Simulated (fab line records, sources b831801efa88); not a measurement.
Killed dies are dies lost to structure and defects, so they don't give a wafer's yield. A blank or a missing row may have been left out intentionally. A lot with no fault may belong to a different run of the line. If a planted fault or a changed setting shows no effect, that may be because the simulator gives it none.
2 desks looking at one fault | flow gf180mcu | only its own numbers are on each desk; what lay behind them is given at the end

== TOOL OWNER'S DESK, pvd_sputter-02 ==
The tool's own readings at GF_M1_SPUTTER_02 (material AlCu, target thk 450 nm, time 23.9 s): means of the sampled wafers that have a number, for each lot that ran on this tool. Any lot whose mean is over 4 standard deviations away from the usual mean is out of limits and marked OUT; that distance is given in the brackets.
Columns: A = chamber_pressure_pa at GF_M1_SPUTTER_02, usual 0.4000 Pa; B = throttle_valve_pct at GF_M1_SPUTTER_02, usual 29.9 %
lot  | first seen here | A                | B
L941 | day 19 19:36    | 0.3689 (-37) OUT | 32.0
L949 | day 22 11:49    | 0.3998           | 28.9
L950 | day 22 21:24    | 0.3991           | 29.8
L951 | day 23 05:41    | 0.4004           | 30.7
L953 | day 24 03:07    | 0.4003           | 28.7
L956 | day 24 17:42    | 0.3995           | 29.9
This desk's verdict: out of limits on L941, starting with L941 at day 19 19:36 (chamber_pressure_pa at GF_M1_SPUTTER_02). L949, L950, L951, L953, L956 stayed within limits.

== FROM THE METROLOGY DESK ==
What the gauges read for every lot (on any tool): the sampled wafers with a number, averaged. Any lot whose mean is over 4 standard deviations away from the usual mean is out of limits and marked OUT; that distance is given in the brackets.
Columns: A = CONTACT_CVD_02_THK at GF_CONTACT_THK_MEAS_03, usual 861 nm; B = M1_ALCU_RS at GF_M1_RS_MEAS_05, usual 0.0693 ohm/sq; C = M1_ALCU_THK at GF_M1_THK_MEAS_06, usual 446 nm
lot  | first seen here | A   | B      | C
L933 | day 15 20:07    | 850 | 0.0699 | 439
L934 | day 16 02:59    | 852 | 0.0687 | 452
L939 | day 18 00:43    | 863 | 0.0693 | 448
L941 | day 18 16:40    | 857 | 0.0680 | 451
L948 | day 21 03:44    | 858 | 0.0689 | 446
L949 | day 21 10:40    | 853 | 0.0691 | 448
L950 | day 21 20:11    | 865 | 0.0694 | 444
L951 | day 22 04:08    | 847 | 0.0688 | 449
L953 | day 23 02:04    | 876 | 0.0691 | 448
L954 | day 23 04:54    | 871 | 0.0697 | 444
L956 | day 23 17:31    | 856 | 0.0687 | 447
Finding of this desk: none of the 11 lots has anything out of limits.

== ALL TOGETHER ==
An alarm could have come from the tool owner's desk at day 19 19:36, on L941.
The metrology desk saw nothing out of limits.
The metrology desk has L941 on record, within its limits.
The lots listed all ran GF_M1_SPUTTER_02 on pvd_sputter-02.

== WHAT WAS PUT IN BY THE SIMULATOR ==
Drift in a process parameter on pvd_sputter-02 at GF_M1_SPUTTER_02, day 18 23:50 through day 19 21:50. A move of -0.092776 in setting chamber_pressure_pa, from 0.4. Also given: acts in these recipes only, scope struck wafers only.
Shown lots that were struck: L941.
Time in hours from fault onset to the first out-of-limits reading at each desk: the tool owner's desk, 20.
